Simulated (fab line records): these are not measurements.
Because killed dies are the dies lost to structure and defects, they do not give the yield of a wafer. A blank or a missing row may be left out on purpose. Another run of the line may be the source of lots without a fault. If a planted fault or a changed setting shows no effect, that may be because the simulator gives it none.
fab line records    flow sky130
record lots=10  wafers=29  lastDay=50
route steps=708 shown CONTACT@422 METAL1@435 PAD_OPEN@708
lots untouched by any fault: they come from a run of this same line in which no faults occurred
startH: hours from the record's opening day to when the first of the lot's shown wafers began    waitH: hours elapsed since this lot's preceding step    " identical to the entry in the row above    L1.1+2: a single row standing in for several wafers    - no value, or no start was given    * or withheld: withheld    < > ~ a bound
route shown NAME@n: NAME is a module with steps in the file, n the number in the route of the first one    usual: mean/standard deviation of fault-free wafers    same: alike in all rows    chamber/n: place in a boat    sites: readings site by site    _std_site: how widely they spread, as a standard deviation    _edge_site: the outer-site mean with the inner-site mean subtracted    radiusMm: for every site, how far away it sits from the centre of the wafer    mask NAME#n: copy n    behind: the last tool/chamber to shape the wafer    hold: why the lot was held/for how many hours/how that ended    device: transistor that didn't switch, given as n, p or np    end of line: tests run on the same wafers once the route is complete    a step given without rows: its recipe and nothing more    killed: dies that structure and defects cost at the first sort, which is not the same as the wafer's yield    map: the dies of a wafer, with x for killed, . for not killed, _ for no die there
set.NAME: the run value of the setting; set.NAME@STEP: its run value at that earlier step    model.NAME: the simulator's own value behind a step, which no gauge read
a sample of lots followed through the steps of the route, with each step as a table and each wafer as a row
services: the hour from which a tool's chamber was out of use, counted from the record's first day as startH (under 0 if before that day), plus the number of hours and why
## steps
# step SKY_CONTACT_ETCH_16
# recipe chemistry=N2/H2  target=BARC  ionEnergyEv=200  sourceW=500  biasW=100  pressureMtorr=30  n2FlowSccm=100  h2FlowSccm=200  stopOn=SiO2  timeS=45.9  targetDepthA=600
# usual drypumpMotorCurrentA=5.9/0.45  oesProductAu=0.855/0.0047  throttleValvePct=13.226/0.0096
lot.wafer  tool        chamber  startH  waitH  drypumpMotorCurrentA  oesProductAu  rfHoursCounterH  throttleValvePct
L906.1     rieDiel-01  1        732.23  0.0    5.5                   0.862         16               13.215
L906.5     "           3        "       "      5.8                   0.856         -                13.212
L906.6     "           2        "       "      5.9                   0.858         -                13.232
L907.2     rieDiel-03  2        740.61  0.0    6.3                   0.860         11               13.226
L907.3     "           3        "       "      5.9                   0.852         3                13.228
L907.4     "           0        "       "      5.3                   0.855         19               13.233
L911.1     rieDiel-01  3        769.89  0.0    5.8                   0.852         9                13.224
L911.3     "           1        "       "      5.5                   0.854         17               13.242
L911.5     "           0        "       "      6.4                   0.852         -                13.208
L909.1     rieDiel-04  0        771.98  0.0    5.7                   0.850         1                13.230
L909.4     "           1        "       "      6.4                   0.844         11               13.229
L909.6     "           3        "       "      4.7                   0.864         -                13.227
L913.1     rieDiel-03  3        794.08  0.0    5.9                   0.854         5                13.220
L913.2     "           0        "       "      5.3                   0.862         20               13.216
L913.4     "           1        "       "      6.1                   0.860         7                13.221
L915.1     rieDiel-01  2        800.21  0.0    5.9                   0.855         13               13.224
L915.5     "           0        "       "      6.4                   0.852         -                13.224
L916.1     rieDiel-04  0        811.29  0.0    5.7                   0.857         2                13.213
L916.3     "           2        "       "      6.3                   0.851         11               13.217
L916.5     "           1        "       "      6.4                   0.856         -                13.229
L925.2     rieDiel-01  2        880.96  0.0    5.9                   0.859         16               13.222
L925.4     "           1        "       "      5.5                   0.854         21               13.222
L925.6     "           3        "       "      5.8                   0.838         -                13.236
L926.2     rieDiel-03  1        882.94  0.0    6.2                   0.849         10               13.232
L926.3     "           0        "       "      5.3                   0.846         23               13.221
L926.5     "           2        "       "      6.4                   0.855         -                13.228
L928.1     rieDiel-01  0        892.74  0.0    6.4                   0.853         19               13.229
L928.3     "           3        "       "      5.8                   0.852         13               13.234
L928.5     "           0        "       "      6.4                   0.851         -                13.234
# step SKY_CONTACT_CVD_24
# recipe material=W  targetThkNm=340  timeS=102.12  tempC=400  pressureTorr=40
# usual heaterPowerOuterW=609/96  heaterPowerW=952/140  susceptorTempC=399.97/0.22
lot.wafer  tool     chamber  startH  waitH  heaterPowerOuterW  heaterPowerW  sinceWetCleanH  susceptorTempC
L906.1     cvdW-02  1        733.10  0.0    522                910           329             399.90
L906.5     "        0        "       "      602                906           -               399.64
L906.6     "        1        "       "      531                902           -               400.17
L907.2     cvdW-02  1        741.40  0.0    547                900           337             400.05
L907.3     "        0        "       "      601                904           -               399.77
L907.4     "        1        "       "      525                898           -               400.27
L911.1     cvdW-02  0        771.02  0.0    588                905           367             400.05
L911.3     "        0        "       "      587                903           -               399.96
L911.5     "        1        "       "      522                876           -               400.16
L909.1     cvdW-02  0        772.83  0.0    593                916           369             399.89
L909.4     "        0        "       "      585                898           -               399.66
L909.6     "        0        "       "      585                893           -               399.92
L913.1     cvdW-02  1        794.88  0.0    539                879           391             399.89
L913.2     "        0        "       "      578                895           391             400.13
L913.4     "        1        "       "      521                901           -               400.11
L915.1     cvdW-02  0        801.05  0.0    591                912           397             399.88
L915.5     "        1        "       "      538                884           -               399.69
L916.1     cvdW-02  1        812.08  0.0    545                882           408             400.10
L916.3     "        0        "       "      602                892           -               400.25
L916.5     "        1        "       "      533                876           -               399.65
L925.2     cvdW-02  0        881.75  0.0    594                916           478             400.36
L925.4     "        1        "       "      532                879           -               400.13
L925.6     "        0        "       "      602                914           -               400.24
L926.2     cvdW-02  1        883.73  0.0    530                889           480             399.92
L926.3     "        1        "       "      546                892           -               399.77
L926.5     "        0        "       "      592                885           -               399.71
L928.1     cvdW-02  1        893.56  0.0    529                889           490             399.95
L928.3     "        0        "       "      581                883           -               399.74
L928.5     "        1        "       "      529                886           -               399.96
# step SKY_CONTACT_RS_MEAS_25
# recipe thkMeasGauge=four-point-probe  reads=W_of_CONTACT_CVD_24+TiN_of_CONTACT_SPUTTER_23
# usual CONTACT_W_RS=0.339/0.0033
lot.wafer  tool          chamber  startH  waitH  hold                     CONTACT_W_RS[ohm/sq]
L906.1     filmMetro-04  -        733.21  0.1    -                        0.343
L906.5     "             -        "       "      -                        0.342
L906.6     "             -        "       "      -                        0.339
L907.2     filmMetro-04  -        741.53  0.1    -                        0.342
L907.3     "             -        "       "      -                        0.343
L907.4     "             -        "       "      -                        0.344
L911.1     filmMetro-01  -        771.13  0.1    -                        0.335
L911.3     "             -        "       "      -                        0.338
L911.5     "             -        "       "      -                        0.339
L909.1     filmMetro-01  -        772.94  0.1    -                        0.338
L909.4     "             -        "       "      -                        0.343
L909.6     "             -        "       "      -                        0.343
L913.1     filmMetro-02  -        794.99  0.1    -                        0.336
L913.2     "             -        "       "      -                        0.338
L913.4     "             -        "       "      -                        0.340
L915.1     filmMetro-01  -        801.16  0.1    awaitDispo/0.2h/release  0.341
L915.5     "             -        "       "      awaitDispo/0.2h/release  0.238
L915.1     filmMetro-01  -        801.45  0.3    -                        0.341
L915.5     "             -        "       "      -                        0.237
L916.1     filmMetro-04  -        812.19  0.1    awaitDispo/0.2h/release  0.343
L916.3     "             -        "       "      awaitDispo/0.2h/release  0.339
L916.5     "             -        "       "      awaitDispo/0.2h/release  0.237
L916.1     filmMetro-04  -        812.47  0.3    -                        0.342
L916.3     "             -        "       "      -                        0.339
L916.5     "             -        "       "      -                        0.237
L925.2     filmMetro-02  -        881.88  0.1    -                        0.335
L925.4     "             -        "       "      -                        0.335
L925.6     "             -        "       "      -                        0.341
L926.2     filmMetro-02  -        883.86  0.1    -                        0.337
L926.3     "             -        "       "      -                        0.335
L926.5     "             -        "       "      -                        0.334
L928.1     filmMetro-04  -        893.67  0.1    -                        0.343
L928.3     "             -        "       "      -                        0.341
L928.5     "             -        "       "      -                        0.345
# step SKY_CONTACT_THK_MEAS_26
# recipe thkMeasGauge=xrf  reads=W_of_CONTACT_CVD_24
# usual CONTACT_W_THK=345/3.8
lot.wafer  tool          chamber  startH  waitH  hold                     CONTACT_W_THK[nm]
L906.1     filmMetro-04  -        733.33  0.1    -                        338
L906.5     "             -        "       "      -                        341
L906.6     "             -        "       "      -                        342
L907.2     filmMetro-04  -        741.64  0.1    -                        341
L907.3     "             -        "       "      -                        339
L907.4     "             -        "       "      -                        342
L911.1     filmMetro-01  -        771.25  0.1    -                        350
L911.3     "             -        "       "      -                        350
L911.5     "             -        "       "      -                        349
L909.1     filmMetro-01  -        773.06  0.1    -                        347
L909.4     "             -        "       "      -                        343
L909.6     "             -        "       "      -                        344
L913.1     filmMetro-02  -        795.11  0.1    -                        350
L913.2     "             -        "       "      -                        344
L913.4     "             -        "       "      -                        345
L915.1     filmMetro-01  -        805.50  4.0    awaitDispo/0.2h/release  345
L915.5     "             -        "       "      awaitDispo/0.2h/release  506
L915.1     filmMetro-01  -        805.79  0.3    -                        346
L915.5     "             -        "       "      -                        500
L916.1     filmMetro-04  -        817.59  5.1    awaitDispo/0.2h/release  345
L916.3     "             -        "       "      awaitDispo/0.2h/release  349
L916.5     "             -        "       "      awaitDispo/0.2h/release  504
L916.1     filmMetro-04  -        817.82  0.2    -                        345
L916.3     "             -        "       "      -                        350
L916.5     "             -        "       "      -                        510
L925.2     filmMetro-02  -        881.99  0.1    -                        344
L925.4     "             -        "       "      -                        345
L925.6     "             -        "       "      -                        340
L926.2     filmMetro-02  -        883.97  0.1    -                        343
L926.3     "             -        "       "      -                        345
L926.5     "             -        "       "      -                        347
L928.1     filmMetro-04  -        893.79  0.1    -                        344
L928.3     "             -        "       "      -                        346
L928.5     "             -        "       "      -                        346
# step SKY_CONTACT_CMP_27
# recipe stopOn=SiO2  tOverpolishS=15  downForcePsi=3.5  platenRpm=60  targetThkNm=0  padVelocityMS=0.94248
# usual motorCurrentA=10.7/0.99  retainingRingPressureFrac=1.000/0.0045  slurryFilterDpKPa=13.50/0.15  timeToEndpointS=81.5/2.8
lot.wafer  tool    chamber  startH  waitH  hold                     motorCurrentA  retainingRingPressureFrac  slurryFilterDpKPa  timeToEndpointS
L906.1     cmp-01  1        733.49  0.1    -                        9.8            0.999                      13.38              81.9
L906.6     "       3        "       "      -                        10.2           0.997                      13.61              83.3
L906.5     "       0        "       "      -                        12.2           1.005                      13.32              79.4
L907.4     cmp-02  0        741.69  0.0    -                        10.6           1.001                      13.79              82.5
L907.3     "       1        "       "      -                        12.4           1.000                      13.85              81.1
L907.2     "       3        "       "      -                        10.4           1.001                      13.55              77.7
L911.1     cmp-01  2        771.31  0.1    -                        9.4            1.006                      13.38              85.1
L911.3     "       1        "       "      -                        10.4           1.004                      13.59              83.7
L911.5     "       2        "       "      -                        9.4            1.008                      13.73              82.9
L909.1     cmp-01  2        773.12  0.1    -                        9.5            1.003                      13.43              87.7
L909.4     "       0        "       "      -                        11.5           0.996                      13.40              81.4
L909.6     "       3        "       "      -                        9.9            0.997                      13.60              86.4
L913.2     cmp-01  3        795.17  0.0    -                        10.4           1.002                      13.52              84.2
L913.4     "       0        "       "      -                        12.0           0.994                      13.66              81.0
L913.1     "       1        "       "      -                        10.0           0.997                      13.85              80.9
L915.1     cmp-02  2        808.02  2.2    awaitDispo/2.2h/release  10.4           1.000                      13.42              79.0
L915.5     "       3        "       "      awaitDispo/2.2h/release  10.1           1.009                      13.55              109.4
L916.1     cmp-02  1        822.11  4.3    awaitDispo/3.5h/release  12.8           0.999                      13.39              77.8
L916.3     "       2        "       "      awaitDispo/3.5h/release  10.3           1.005                      13.26              82.6
L916.5     "       3        "       "      awaitDispo/3.5h/release  10.3           0.997                      13.59              115.8
L925.2     cmp-01  2        882.04  0.0    -                        9.5            1.005                      13.18              86.6
L925.4     "       0        "       "      -                        12.4           1.005                      13.40              81.7
L925.6     "       2        "       "      -                        9.6            1.002                      13.39              83.0
L926.2     cmp-02  1        884.07  0.1    -                        13.1           0.997                      13.55              84.8
L926.3     "       2        "       "      -                        10.1           1.005                      13.32              84.8
L926.5     "       1        "       "      -                        12.7           0.994                      13.61              88.0
L928.3     cmp-01  2        893.95  0.1    -                        9.7            1.005                      13.34              85.1
L928.1     "       3        "       "      -                        10.5           1.010                      13.25              85.8
L928.5     "       0        "       "      -                        12.1           0.993                      13.40              83.2
# step SKY_METAL1_SPUTTER_01
# recipe material=TiN  targetThkNm=20  powerW=6500  timeS=16.7  chamberPressurePa=0.4
# usual cathodeDcPowerW=6499.9/1.1  throttleValvePct=30.0/1.1
lot.wafer  tool           chamber  startH  waitH  cathodeDcPowerW  throttleValvePct
L906.1     pvdSputter-04  -        733.71  0.0    6500.2           28.3
L906.5     "              -        "       "      6500.9           32.4
L906.6     "              -        "       "      6500.0           30.1
L907.2     pvdSputter-03  -        742.01  0.0    6499.8           28.5
L907.3     "              -        "       "      6500.8           30.1
L907.4     "              -        "       "      6498.6           30.2
L911.1     pvdSputter-02  -        771.63  0.0    6499.8           29.4
L911.3     "              -        "       "      6500.8           30.8
L911.5     "              -        "       "      6500.0           30.1
L909.1     pvdSputter-03  -        773.44  0.0    6497.5           30.3
L909.4     "              -        "       "      6501.3           29.9
L909.6     "              -        "       "      6500.1           30.4
L913.1     pvdSputter-03  -        795.49  0.0    6499.2           30.2
L913.2     "              -        "       "      6499.4           30.2
L913.4     "              -        "       "      6498.0           28.5
L915.1     pvdSputter-04  -        808.34  0.0    6499.7           30.1
L915.5     "              -        "       "      6499.2           28.9
L916.1     pvdSputter-02  -        822.33  0.0    6500.4           30.7
L916.3     "              -        "       "      6502.0           31.2
L916.5     "              -        "       "      6501.7           30.8
L925.2     pvdSputter-03  -        882.36  0.0    6500.8           30.1
L925.4     "              -        "       "      6500.3           28.5
L925.6     "              -        "       "      6499.4           28.5
L926.2     pvdSputter-04  -        884.34  0.0    6501.7           30.0
L926.3     "              -        "       "      6501.5           28.2
L926.5     "              -        "       "      6499.6           28.1
L928.1     pvdSputter-03  -        894.17  0.0    6501.0           29.9
L928.3     "              -        "       "      6498.5           30.2
L928.5     "              -        "       "      6499.8           30.0
# step SKY_METAL1_RS_MEAS_05
# recipe thkMeasGauge=four-point-probe  reads=TiN_of_METAL1_SPUTTER_04+Ti_of_METAL1_SPUTTER_03+AlCu_of_METAL1_SPUTTER_02+TiN_of_METAL1_SPUTTER_01+Ti_of_METAL1_SPUTTER_00
# usual METAL1_ALCU_RS=0.1275/0.0012
lot.wafer  tool          chamber  startH  waitH  METAL1_ALCU_RS[ohm/sq]
L906.1     filmMetro-03  -        733.83  0.0    0.1258
L906.5     "             -        "       "      0.1257
L906.6     "             -        "       "      0.1256
L907.2     filmMetro-01  -        742.15  0.0    0.1263
L907.3     "             -        "       "      0.1265
L907.4     "             -        "       "      0.1261
L911.1     filmMetro-04  -        771.75  0.0    0.1269
L911.3     "             -        "       "      0.1280
L911.5     "             -        "       "      0.1279
L909.1     filmMetro-01  -        773.57  0.0    0.1271
L909.4     "             -        "       "      0.1286
L909.6     "             -        "       "      0.1274
L913.1     filmMetro-01  -        795.61  0.0    0.1276
L913.2     "             -        "       "      0.1282
L913.4     "             -        "       "      0.1284
L915.1     filmMetro-01  -        808.46  0.0    0.1281
L915.5     "             -        "       "      0.1276
L916.1     filmMetro-03  -        822.56  0.1    0.1275
L916.3     "             -        "       "      0.1271
L916.5     "             -        "       "      0.1272
L925.2     filmMetro-01  -        882.50  0.0    0.1313
L925.4     "             -        "       "      0.1293
L925.6     "             -        "       "      0.1307
L926.2     filmMetro-03  -        884.48  0.0    0.1291
L926.3     "             -        "       "      0.1292
L926.5     "             -        "       "      0.1276
L928.1     filmMetro-03  -        894.29  0.0    0.1280
L928.3     "             -        "       "      0.1278
L928.5     "             -        "       "      0.1267
# step SKY_PAD_OPEN_PROBE_99
# usual killed_at_M0_to_M3=43/7.5  killed_at_M4_up=3.3/1.9  killedAtContacts=24/4.6  killedAtFrontEnd=16/4.9  killedAtOther=0.2/0.46  killedDies=87/9.1  killedOnRim=17/3.6  killedOpen=47/7.4  killedShort=39/6.6
# same grossDies=492  killedAtBackSide=0
lot.wafer  tool       chamber  startH   waitH  killed_at_M0_to_M3  killed_at_M4_up  killedAtContacts  killedAtFrontEnd  killedAtOther  killedDies  killedOnRim  killedOpen  killedShort
L906.1     prober-01  -        1074.10  0.1    33                  9                20                8                 0              70          11           36          34
L906.5     prober-01  -        1074.30  0.2    34                  5                25                13                0              77          16           46          31
L906.6     prober-01  -        1074.35  0.2    46                  6                23                9                 1              85          20           42          43
L907.2     prober-02  -        1078.98  0.1    44                  0                25                14                0              83          16           44          39
L907.3     prober-02  -        1079.03  0.2    36                  5                20                16                0              77          20           47          30
L907.4     prober-02  -        1079.08  0.2    42                  0                25                17                0              84          18           48          36
L911.1     prober-02  -        1102.44  0.1    37                  4                20                14                0              75          9            40          35
L911.3     prober-02  -        1102.54  0.2    49                  1                29                12                0              91          18           48          42
L911.5     prober-02  -        1102.64  0.2    37                  3                13                8                 0              61          13           24          37
L909.1     prober-02  -        1103.80  0.1    43                  5                21                12                0              81          14           43          38
L909.4     prober-02  -        1103.95  0.2    43                  3                22                19                0              87          17           47          40
L909.6     prober-02  -        1104.05  0.2    46                  3                27                11                0              87          19           46          40
L913.1     prober-01  -        1121.05  0.1    40                  3                26                15                0              84          10           50          33
L913.2     prober-01  -        1121.10  0.1    40                  2                25                18                0              85          20           39          46
L913.4     prober-01  -        1121.20  0.2    54                  3                22                21                1              101         17           55          44
L915.1     prober-01  -        1125.65  0.1    46                  4                29                20                0              99          23           47          51
L915.5     prober-01  -        1125.85  0.2    42                  2                37                10                0              91          18           54          35
L916.1     prober-02  -        1132.51  0.1    46                  2                24                15                0              87          19           52          34
L916.3     prober-02  -        1132.61  0.2    49                  2                22                26                0              99          16           53          46
L916.5     prober-02  -        1132.71  0.2    53                  3                26                14                1              97          13           47          50
L925.2     prober-01  -        1181.35  0.1    37                  2                20                10                1              70          14           45          25
L925.4     prober-01  -        1181.45  0.2    40                  0                28                9                 0              77          19           47          30
L925.6     prober-01  -        1181.55  0.2    40                  1                30                13                0              84          18           44          40
L926.2     prober-01  -        1183.96  0.1    44                  2                28                19                0              93          13           52          41
L926.3     prober-01  -        1184.01  0.2    44                  2                21                17                0              84          16           53          31
L926.5     prober-01  -        1184.11  0.2    30                  2                23                22                0              77          14           34          43
L928.1     prober-02  -        1189.38  0.1    52                  3                20                14                1              90          21           48          42
L928.3     prober-02  -        1189.48  0.2    44                  1                28                17                0              90          12           49          41
L928.5     prober-02  -        1189.58  0.2    47                  3                24                19                0              93          28           50          43
# killed by level:class
L906.1 METAL4:geometricParticle:short=7 VIA1:geometricParticle:open=6 VIA2:geometricParticle:open=6 LI_CONTACT:geometricParticle:open=5 LOCAL_INTERCONNECT:geometricParticle:short=5 CONTACT:geometricParticle:open=5 CONTACT:geometricParticle:short=4 METAL1:geometricParticle:short=4
L906.5 CONTACT:geometricParticle:open=9 VIA1:geometricParticle:open=8 METAL1:geometricParticle:short=6 VIA3:geometricParticle:open=6 LI_CONTACT:geometricParticle:open=5 LOCAL_INTERCONNECT:geometricParticle:short=5 VIA1:geometricParticle:short=5 POLY_GATE:geometricParticle:open=4
L906.6 VIA1:geometricParticle:open=10 METAL2:geometricParticle:short=8 CONTACT:geometricParticle:open=7 VIA3:geometricParticle:open=7 LI_CONTACT:geometricParticle:open=5 LOCAL_INTERCONNECT:geometricParticle:short=5 CONTACT:geometricParticle:short=5 METAL1:geometricParticle:short=5
L907.2 LI_CONTACT:geometricParticle:open=11 VIA1:geometricParticle:open=9 METAL2:geometricParticle:short=8 CONTACT:geometricParticle:open=6 POLY_GATE:geometricParticle:short=5 METAL3:geometricParticle:short=5 FIELD_ISO:geometricParticle:short=4 CONTACT:geometricParticle:short=4
L907.3 LI_CONTACT:geometricParticle:open=8 VIA3:geometricParticle:open=8 VIA1:geometricParticle:open=7 METAL1:geometricParticle:short=7 CONTACT:geometricParticle:open=6 FIELD_ISO:geometricParticle:open=5 POLY_GATE:geometricParticle:open=5 FIELD_ISO:geometricParticle:short=4
L907.4 VIA1:geometricParticle:open=12 CONTACT:geometricParticle:open=10 VIA2:geometricParticle:open=8 LI_CONTACT:geometricParticle:open=7 METAL2:geometricParticle:short=7 METAL1:geometricParticle:short=5 FIELD_ISO:geometricParticle:short=5 POLY_GATE:geometricParticle:open=5
L911.1 VIA1:geometricParticle:open=9 LI_CONTACT:geometricParticle:open=7 METAL2:geometricParticle:short=5 LI_CONTACT:geometricParticle:short=4 LOCAL_INTERCONNECT:geometricParticle:short=4 VIA2:geometricParticle:open=4 VIA3:geometricParticle:short=4 POLY_GATE:geometricParticle:short=3
L911.3 VIA1:geometricParticle:open=14 CONTACT:geometricParticle:open=7 CONTACT:geometricParticle:short=7 METAL2:geometricParticle:short=6 LI_CONTACT:geometricParticle:open=6 METAL1:geometricParticle:short=6 VIA2:geometricParticle:open=5 LI_CONTACT:geometricParticle:short=4
L911.5 VIA2:geometricParticle:open=7 VIA1:geometricParticle:short=5 METAL3:geometricParticle:short=5 VIA3:geometricParticle:short=5 VIA1:geometricParticle:open=4 METAL1:geometricParticle:short=4 LI_CONTACT:geometricParticle:open=4 CONTACT:geometricParticle:open=4
L909.1 VIA2:geometricParticle:open=10 CONTACT:geometricParticle:open=7 METAL1:geometricParticle:short=6 VIA3:geometricParticle:open=6 LI_CONTACT:geometricParticle:open=5 LOCAL_INTERCONNECT:geometricParticle:short=5 VIA1:geometricParticle:open=5 POLY_GATE:geometricParticle:open=4
L909.4 VIA1:geometricParticle:open=11 CONTACT:geometricParticle:open=8 POLY_GATE:geometricParticle:short=7 VIA2:geometricParticle:open=7 METAL1:geometricParticle:short=6 METAL2:geometricParticle:short=6 LI_CONTACT:geometricParticle:open=5 LOCAL_INTERCONNECT:geometricParticle:short=5
L909.6 VIA1:geometricParticle:open=10 LI_CONTACT:geometricParticle:open=8 VIA2:geometricParticle:open=8 CONTACT:geometricParticle:open=8 VIA3:geometricParticle:open=6 METAL1:geometricParticle:short=6 LOCAL_INTERCONNECT:geometricParticle:short=5 CONTACT:geometricParticle:short=5
L913.1 VIA1:geometricParticle:open=11 CONTACT:geometricParticle:open=10 LI_CONTACT:geometricParticle:open=6 VIA2:geometricParticle:open=5 POLY_GATE:geometricParticle:short=4 POLY_CUT:geometricParticle:open=4 VIA3:geometricParticle:short=4 LOCAL_INTERCONNECT:geometricParticle:short=3
L913.2 VIA1:geometricParticle:open=11 LI_CONTACT:geometricParticle:open=9 FIELD_ISO:geometricParticle:short=8 LOCAL_INTERCONNECT:geometricParticle:short=7 VIA1:geometricParticle:short=6 VIA2:geometricParticle:open=6 CONTACT:geometricParticle:open=5 METAL1:geometricParticle:short=4
L913.4 VIA1:geometricParticle:open=14 VIA3:geometricParticle:open=10 FIELD_ISO:geometricParticle:short=8 VIA1:geometricParticle:short=8 FIELD_ISO:geometricParticle:open=7 LI_CONTACT:geometricParticle:open=7 CONTACT:geometricParticle:open=5 CONTACT:geometricParticle:short=5
L915.1 LI_CONTACT:geometricParticle:open=9 CONTACT:geometricParticle:open=9 METAL1:geometricParticle:short=8 CONTACT:geometricParticle:short=7 VIA2:geometricParticle:short=7 FIELD_ISO:geometricParticle:open=6 VIA3:geometricParticle:open=6 FIELD_ISO:geometricParticle:short=5
L915.5 LI_CONTACT:geometricParticle:open=10 CONTACT:geometricParticle:short=9 CONTACT:geometricParticle:open=9 VIA1:geometricParticle:open=9 VIA3:geometricParticle:open=8 VIA2:geometricParticle:open=6 LI_CONTACT:geometricParticle:short=4 VIA1:geometricParticle:short=4
L916.1 CONTACT:geometricParticle:open=12 VIA1:geometricParticle:open=10 VIA3:geometricParticle:open=8 VIA3:geometricParticle:short=6 FIELD_ISO:geometricParticle:open=5 VIA2:geometricParticle:open=5 LOCAL_INTERCONNECT:geometricParticle:short=4 METAL1:geometricParticle:short=4
L916.3 VIA1:geometricParticle:open=12 FIELD_ISO:geometricParticle:short=8 VIA1:geometricParticle:short=8 CONTACT:geometricParticle:open=8 VIA2:geometricParticle:open=7 VIA2:geometricParticle:short=7 VIA3:geometricParticle:open=7 CONTACT:geometricParticle:short=6
L916.5 METAL1:geometricParticle:short=11 VIA3:geometricParticle:open=11 VIA1:geometricParticle:open=8 CONTACT:geometricParticle:open=7 LI_CONTACT:geometricParticle:open=7 LOCAL_INTERCONNECT:geometricParticle:short=6 VIA1:geometricParticle:short=6 FIELD_ISO:geometricParticle:open=4
L925.2 VIA2:geometricParticle:open=10 CONTACT:geometricParticle:open=7 VIA1:geometricParticle:open=7 VIA3:geometricParticle:open=5 POLY_GATE:geometricParticle:open=4 CONTACT:geometricParticle:short=4 METAL2:geometricParticle:open=4 METAL2:geometricParticle:short=4
L925.4 CONTACT:geometricParticle:open=11 LI_CONTACT:geometricParticle:open=9 VIA1:geometricParticle:open=8 VIA3:geometricParticle:open=6 METAL2:geometricParticle:short=6 VIA2:geometricParticle:open=6 CONTACT:geometricParticle:short=5 VIA1:geometricParticle:short=5
L925.6 CONTACT:geometricParticle:open=13 VIA3:geometricParticle:open=9 METAL2:geometricParticle:short=9 CONTACT:geometricParticle:short=7 VIA1:geometricParticle:open=6 FIELD_ISO:geometricParticle:open=5 FIELD_ISO:geometricParticle:short=4 LI_CONTACT:geometricParticle:short=4
L926.2 CONTACT:geometricParticle:open=16 VIA1:geometricParticle:open=10 VIA2:geometricParticle:short=7 METAL2:geometricParticle:short=6 FIELD_ISO:geometricParticle:short=5 LI_CONTACT:geometricParticle:open=5 METAL1:geometricParticle:short=4 VIA3:geometricParticle:open=4
L926.3 VIA1:geometricParticle:open=12 LI_CONTACT:geometricParticle:open=7 VIA3:geometricParticle:open=7 VIA2:geometricParticle:open=7 CONTACT:geometricParticle:open=6 FIELD_ISO:geometricParticle:short=5 FIELD_ISO:geometricParticle:open=4 METAL2:geometricParticle:open=4
L926.5 POLY_GATE:geometricParticle:short=10 CONTACT:geometricParticle:open=10 METAL2:geometricParticle:short=5 FIELD_ISO:geometricParticle:short=4 FIELD_ISO:geometricParticle:open=4 LI_CONTACT:geometricParticle:open=4 CONTACT:geometricParticle:short=4 VIA1:geometricParticle:short=4
L928.1 VIA1:geometricParticle:open=14 LI_CONTACT:geometricParticle:open=8 METAL1:geometricParticle:short=8 CONTACT:geometricParticle:open=6 VIA1:geometricParticle:short=6 VIA2:geometricParticle:open=5 METAL2:geometricParticle:short=5 VIA3:geometricParticle:short=5
L928.3 VIA1:geometricParticle:open=12 LI_CONTACT:geometricParticle:open=7 METAL1:geometricParticle:short=7 LI_CONTACT:geometricParticle:short=6 CONTACT:geometricParticle:open=6 METAL2:geometricParticle:short=6 FIELD_ISO:geometricParticle:open=5 CONTACT:geometricParticle:short=5
L928.5 VIA1:geometricParticle:open=11 LI_CONTACT:geometricParticle:open=8 VIA1:geometricParticle:short=7 VIA3:geometricParticle:open=7 FIELD_ISO:geometricParticle:open=6 CONTACT:geometricParticle:open=6 POLY_GATE:geometricParticle:short=5 METAL2:geometricParticle:short=5
## services
tool           chamber  startH  hours  kind
rieDiel-03     1        708.52  1.4    repair
cvdW-02        0        709.28  3.3    repair
pvdSputter-03  -        714.53  1.8    repair
cmp-01         -        716.83  8.9    pm
cvdW-02        -        717.43  4.3    pm
rieDiel-03     0        723.65  7.5    repair
pvdSputter-02  -        726.68  1.0    repair
cmp-02         -        744.24  4.0    pm
cvdW-02        0        755.18  2.6    repair
rieDiel-04     -        758.72  1.2    repair
pvdSputter-03  -        763.75  4.4    repair
rieDiel-04     2        765.25  5.3    repair
rieDiel-04     -        775.12  0.5    repair
cvdW-02        0        775.30  2.6    repair
rieDiel-01     3        813.41  4.5    repair
pvdSputter-02  -        825.14  1.9    repair
pvdSputter-03  -        825.22  0.8    repair
cmp-02         -        831.55  1.7    repair
rieDiel-01     2        846.09  5.6    repair
cmp-02         -        847.95  4.2    pm
cmp-01         -        850.42  2.6    repair
pvdSputter-02  -        858.25  2.8    repair
rieDiel-03     1        873.78  6.6    repair
cvdW-02        -        879.38  1.3    repair
## key
firstSign step=SKY_CONTACT_RS_MEAS_25  reading=visit  direction=added
effect step=SKY_CONTACT_RS_MEAS_25  reading=CONTACT_W_RS  direction=down  sigmas=31  usual=0.339  struck=0.237
effect step=SKY_CONTACT_THK_MEAS_26  reading=visit  direction=added
effect step=SKY_CONTACT_THK_MEAS_26  reading=CONTACT_W_THK  direction=up  sigmas=42  usual=345  struck=505
effect step=SKY_CONTACT_CMP_27  reading=timeToEndpointS  direction=up  sigmas=11  usual=*  struck=*
metAt SKY_CONTACT_CVD_24
struckLots L915,L916
struckWafers L915.5,L916.5
testerLeftOut L915,L916
notActingAt SKY_CONTACT_ETCH_16,SKY_METAL1_SPUTTER_01,SKY_METAL1_RS_MEAS_05
onsetBetween 794.88 801.05
fault kind=processParameterDrift  tool=cvdW-02  chamber=-  onsetH=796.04  steps=SKY_CONTACT_CVD_24  channel=targetThkNm  offset=146.23  shape=step  endH=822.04  scope=struckWafersOnly  actsIn=theseRecipesOnly  stated=340
# testerLeftOut: of these lots the tester's yield and bins aren't shown, on N5 and GAA mostly nor the transistor test; their killed dies are dies lost to structure and defects alone, not to doping, threshold or leakage, so they don't give the yield
